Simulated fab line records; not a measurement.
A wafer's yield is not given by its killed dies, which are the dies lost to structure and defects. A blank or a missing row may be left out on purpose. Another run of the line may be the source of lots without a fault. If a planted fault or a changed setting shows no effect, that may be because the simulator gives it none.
Check for tools in common | flow sky130 | Sampled: 11 lots, 36 wafers

## WHY THIS WAS OPENED
1 of 11 lots carry a flag on the reading NWELL_2_TW at SKY_NWELL_TW_MEAS_26. Wafers without a fault read 500, standard deviation 4.4.
Rule: a lot gets a flag if all its wafers with a number sit over 4 standard deviations from that mean, or if no wafer of it has a number. The rest of the lots are taken to be sound.

lot  | measured     | on            | NWELL_2_TW, wafer by wafer | flag
L838 | day 5 07:25  | film metro-03 | 497 498 496                |
L842 | day 6 09:14  | film metro-03 | 495 494 495                |
L843 | day 6 10:19  | film metro-01 | 500 500 500                |
L844 | day 6 16:00  | film metro-04 | 31 31 30 31 31 30          | FLAGGED
L846 | day 7 15:13  | film metro-03 | 499 498 498                |
L855 | day 10 00:31 | film metro-04 | 507 503 506                |
L854 | day 10 04:32 | film metro-01 | 501 500 497                |
L856 | day 10 04:46 | film metro-04 | 507 507 506                |
L858 | day 10 11:26 | film metro-04 | 507 505 503                |
L859 | day 10 18:40 | film metro-03 | 493 493 491                |
L860 | day 10 19:24 | film metro-01 | 499 499 500                |
Flagged lots average 31: -469 relative to the usual, that is -99 or more standard deviations.

## WHICH TOOL RAN EACH LOT
Before the reading, the record contains 2 process steps out of a 708-step route. In each cell: the tool, then ch and the chambers that the sampled wafers went through, then the start.
lot  | flag    | SKY_NWELL_STRIP_14                  | SKY_NWELL_STRIP_25
L838 |         | plasma asher-04 ch 0,1, day 4 13:28 | plasma asher-03 ch 0,1, day 5 07:20
L842 |         | plasma asher-04 ch 1, day 5 14:34   | plasma asher-01 ch 0,1, day 6 09:08
L843 |         | plasma asher-03 ch 0,1, day 5 15:56 | plasma asher-03 ch 0,1, day 6 10:13
L844 | FLAGGED | plasma asher-03 ch 0,1, day 5 21:21 | plasma asher-03 ch 0,1, day 6 15:54
L846 |         | plasma asher-04 ch 0,1, day 6 12:32 | plasma asher-04 ch 0,1, day 7 15:08
L855 |         | plasma asher-03 ch 0,1, day 9 03:01 | plasma asher-01 ch 0,1, day 10 00:25
L854 |         | plasma asher-01 ch 0,1, day 9 06:02 | plasma asher-03 ch 0,1, day 10 04:25
L856 |         | plasma asher-03 ch 0,1, day 9 06:25 | plasma asher-04 ch 0,1, day 10 04:41
L858 |         | plasma asher-03 ch 0,1, day 9 12:43 | plasma asher-01 ch 0,1, day 10 11:22
L859 |         | plasma asher-04 ch 1, day 9 20:03   | plasma asher-04 ch 0,1, day 10 18:34
L860 |         | plasma asher-04 ch 0,1, day 9 20:55 | plasma asher-03 ch 0,1, day 10 19:18
What is done by these steps:
- SKY_NWELL_STRIP_14: strips in O2/N2.
- SKY_NWELL_STRIP_25: strips in O2/N2.
- SKY_NWELL_TW_MEAS_26

## FLAGGED OVER TOTAL, TOOL BY TOOL (the gauges that took the reading come last)
step                 | tool            | lots run | flagged | share of the flagged lots | sound lots run after its first flagged lot
SKY_NWELL_STRIP_14   | plasma asher-01 | 1        | 0       | none                      | -
SKY_NWELL_STRIP_14   | plasma asher-03 | 5        | 1       | all                       | 3 (L855,L856,L858)
SKY_NWELL_STRIP_14   | plasma asher-04 | 5        | 0       | none                      | -
SKY_NWELL_STRIP_25   | plasma asher-01 | 3        | 0       | none                      | -
SKY_NWELL_STRIP_25   | plasma asher-03 | 5        | 1       | all                       | 2 (L854,L860)
SKY_NWELL_STRIP_25   | plasma asher-04 | 3        | 0       | none                      | -
SKY_NWELL_TW_MEAS_26 | film metro-01   | 3        | 0       | none                      | -
SKY_NWELL_TW_MEAS_26 | film metro-03   | 4        | 0       | none                      | -
SKY_NWELL_TW_MEAS_26 | film metro-04   | 4        | 1       | all                       | 3 (L855,L856,L858)

## THE TABLE: WHAT IT ALLOWS
Rows of the table that ran every flagged lot, 3 in all: plasma asher-03 at SKY_NWELL_STRIP_14, plasma asher-03 at SKY_NWELL_STRIP_25, film metro-04 at SKY_NWELL_TW_MEAS_26.
- plasma asher-03 at SKY_NWELL_STRIP_14: 1 of its 5 lots flagged. After the first flagged lot (L855, L856, L858), sound lots still ran on it; a lasting fault on the whole tool would not permit that. Its own readings (oes product au) fall more than 4 standard deviations out on all wafers of the flagged lots.
- plasma asher-03 at SKY_NWELL_STRIP_25: 1 of its 5 lots flagged. After the first flagged lot (L854, L860), sound lots still ran on it; a lasting fault on the whole tool would not permit that. Its own readings (strip time to endpoint s) fall more than 4 standard deviations out on all wafers of the flagged lots.
- film metro-04 at SKY_NWELL_TW_MEAS_26: 1 of its 4 lots flagged. After the first flagged lot (L855, L856, L858), sound lots still ran on it; a lasting fault on the whole tool would not permit that.
There is no row in the table that ran each flagged lot and no sound lot after the first.

## WHAT THE SIMULATOR PUT IN
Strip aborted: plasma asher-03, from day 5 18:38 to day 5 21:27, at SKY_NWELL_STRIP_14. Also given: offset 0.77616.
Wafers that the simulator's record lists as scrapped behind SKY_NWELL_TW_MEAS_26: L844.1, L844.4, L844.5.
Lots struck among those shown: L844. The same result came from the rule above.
